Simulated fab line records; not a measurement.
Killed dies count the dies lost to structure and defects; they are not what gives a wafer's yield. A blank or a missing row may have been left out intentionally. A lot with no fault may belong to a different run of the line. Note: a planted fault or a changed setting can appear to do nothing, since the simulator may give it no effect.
Problem report, 8D (eight disciplines) form, completed by code | flow sky130 | the parts of the form that need people (team, actions taken, sign-off) are left out

1. WHAT IS WRONG
cathodeDcPowerW at SKY_METAL5_SPUTTER_04 reads a mean of 6795.8 W on 6 wafers of 2 lots; wafers without a fault read 6499.9 W with a standard deviation of 1.2. So: +99 or more standard deviations from the usual mean.
The step: material TiN, target thk 70 nm, time 58.3 s.
Seen first at day 48 00:56 on pvdSputter-04, wafer L834.1. The record holds 33 wafers of 11 lots with a number at this step. Rule for "out", or "out of limits": more than 4 standard deviations from the usual mean. Any other wafer with a number is counted as sound.

2. WHAT IT IS; WHAT IT IS NOT
question                    | is                     | is not
which readings at this step | cathodeDcPowerW        | throttleValvePct
which lots                  | L834, L835             | L817, L818, L819, L821, L822, L823, L824, L826, L838
which wafers of those lots  | all that have a number | -
read on which tools         | pvdSputter-04          | pvdSputter-02, pvdSputter-03
when                        | from day 48 00:56      | up to then (24 sound wafers); but 3 sound wafers of L838 came after

3. SUSPECTS, AND WHAT RULES EACH OUT
Counting: a tool at any process step up to the reading remains a suspect when it ran all the lots that are out and ran no sound lot after the first of those.
- rieDiel-02 at SKY_VIA3_ETCH_14 (etches BARC in N2/H2, stops on SiO2, time 45.9 s, target depth 60 nm): kept. All lots that are out passed through it, beginning with L834 at day 45 06:16, and no sound lot followed; its final sound lot before that point was L826 at day 42 22:37.
- plasmaAsher-04 at SKY_VIA3_STRIP_16 (strips in O2/N2): ruled out as a lasting fault. Sound lots L838 ran on it after its first lot that is out, L834 (day 45 06:22).
- pvdSputter-04 at SKY_METAL5_SPUTTER_04 (material TiN, target thk 70 nm, time 58.3 s): kept. All lots that are out passed through it, beginning with L834 at day 48 00:56, and no sound lot followed; its final sound lot before that point was L823 at day 45 10:42. Its own readings are out on those wafers: cathodeDcPowerW.
The count leaves pvdSputter-04 at SKY_METAL5_SPUTTER_04 and rieDiel-02 at SKY_VIA3_ETCH_14.

4. THE CAUSE (what the simulator had put in)
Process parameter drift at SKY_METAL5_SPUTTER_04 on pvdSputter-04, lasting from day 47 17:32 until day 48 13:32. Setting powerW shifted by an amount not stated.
This tool is one of the 2 suspects left after counting.

5. THE CHAIN OF EFFECTS, in route order
Rows list readings where the struck wafers' mean (over those with a number) sits beyond 3 standard deviations from the usual. Only readings for which the record gives a usual standard deviation are gone through. hours: the time from each lot's start at the first step in this table that gives one to its start at this step, as a median over the lots. sigmas: the change in usual standard deviations.
hours | step                  | reading         | usual    | on struck wafers | change | sigmas
0     | SKY_METAL5_SPUTTER_04 | cathodeDcPowerW | 6499.9 W | 6795.8           | +295.9 | +99 or more
The process steps in it:
- SKY_METAL5_SPUTTER_04: material TiN, target thk 70 nm, time 58.3 s.

6. HOW IT WOULD HAVE BEEN CAUGHT EARLIER
First out-of-limits reading in this record: day 48 00:56, which is 7 hours after fault onset at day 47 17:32.
